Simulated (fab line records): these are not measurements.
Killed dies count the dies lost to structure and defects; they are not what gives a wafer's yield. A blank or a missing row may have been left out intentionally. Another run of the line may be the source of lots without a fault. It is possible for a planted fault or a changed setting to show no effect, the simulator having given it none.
The same fault as seen by 2 desks / flow gf180mcu / only its own numbers are on each desk; what lay behind them is given at the end

## AT THE TOOL OWNER'S DESK: iline_stepper-02
The tool's own readings at GF_TOP_METAL_EXPOSE_11 (exposes mask MetalTop, target cd 440 nm): means of the sampled wafers that have a number, for each lot that ran on this tool. If a lot's mean is further than 4 standard deviations from the usual mean, the lot is out of limits and carries the mark OUT (the distance appears in the brackets).
Columns: A = exposure_dose_mJ_cm2 at GF_TOP_METAL_EXPOSE_11, usual 169.77; B = focus_offset_nm at GF_TOP_METAL_EXPOSE_11, usual 0.0 nm
lot=L569; first seen here=day 28 08:49; A=169.83; B=0.0
lot=L572; first seen here=day 28 21:17; A=169.56; B=0.4
lot=L571; first seen here=day 29 01:49; A=169.94; B=0.8
lot=L575; first seen here=day 30 01:50; A=169.62; B=-0.5
lot=L578; first seen here=day 30 23:40; A=170.02; B=-0.1
lot=L581; first seen here=day 31 11:54; A=169.76; B=0.1
lot=L588; first seen here=day 33 05:29; A=159.37 (-55) OUT; B=-0.2
Finding of this desk: L588 out of limits; the first was L588 at day 33 05:29, on exposure_dose_mJ_cm2 at GF_TOP_METAL_EXPOSE_11. Within limits: L569, L572, L571, L575, L578, L581.

## AT THE METROLOGY DESK
What the gauges read for every lot (on any tool): the sampled wafers with a number, averaged. If a lot's mean is further than 4 standard deviations from the usual mean, the lot is out of limits and carries the mark OUT (the distance appears in the brackets).
Columns: A = V4_W_RS at GF_V4_RS_MEAS_24, usual 0.329 ohm/sq; B = V5_BOW at GF_V5_BOW_MEAS_05, usual 138 um; C = cd_nm at GF_TOP_METAL_CD_MEAS_14, usual 439.9 nm
lot=L569; first seen here=day 25 05:13; A=0.327; B=144; C=441.4
lot=L572; first seen here=day 25 17:51; A=0.331; B=142; C=439.0
lot=L571; first seen here=day 25 23:09; A=0.332; B=136; C=438.3
lot=L574; first seen here=day 26 13:56; A=0.335; B=123; C=440.4
lot=L575; first seen here=day 26 23:50; A=0.331; B=133; C=439.5
lot=L578; first seen here=day 27 18:11; A=0.328; B=127; C=441.7
lot=L579; first seen here=day 28 03:11; A=0.328; B=137; C=437.2
lot=L580; first seen here=day 28 09:09; A=0.330; B=145; C=441.7
lot=L581; first seen here=day 28 14:46; A=0.323; B=130; C=438.4
lot=L586; first seen here=day 30 04:39; A=0.324; B=144; C=439.2
lot=L588; first seen here=day 30 13:10; A=0.331; B=142; C=420.6 (-8.0) OUT
lot=L591; first seen here=day 31 09:45; A=0.331; B=124; C=439.1
Finding of this desk: L588 out of limits; the first was L588 at day 33 12:52, on cd_nm at GF_TOP_METAL_CD_MEAS_14. Within limits: L569, L572, L571, L574, L575, L578, L579, L580, L581, L586, L591.

## ALL TOGETHER
The tool owner's desk had the chance to raise an alarm at day 33 05:29 on L588.
On L588, the metrology desk was in a position to raise an alarm at day 33 12:52.
Every lot named ran GF_TOP_METAL_EXPOSE_11 on iline_stepper-02.

## WHAT HAD BEEN PUT IN BY THE SIMULATOR
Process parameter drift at GF_TOP_METAL_EXPOSE_11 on iline_stepper-02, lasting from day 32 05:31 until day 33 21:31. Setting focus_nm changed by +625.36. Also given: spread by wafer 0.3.
Lots struck among those shown: L588.
Hours from the fault's start to each desk's first reading out of limits: the tool owner's desk, 24; the metrology desk, 31.
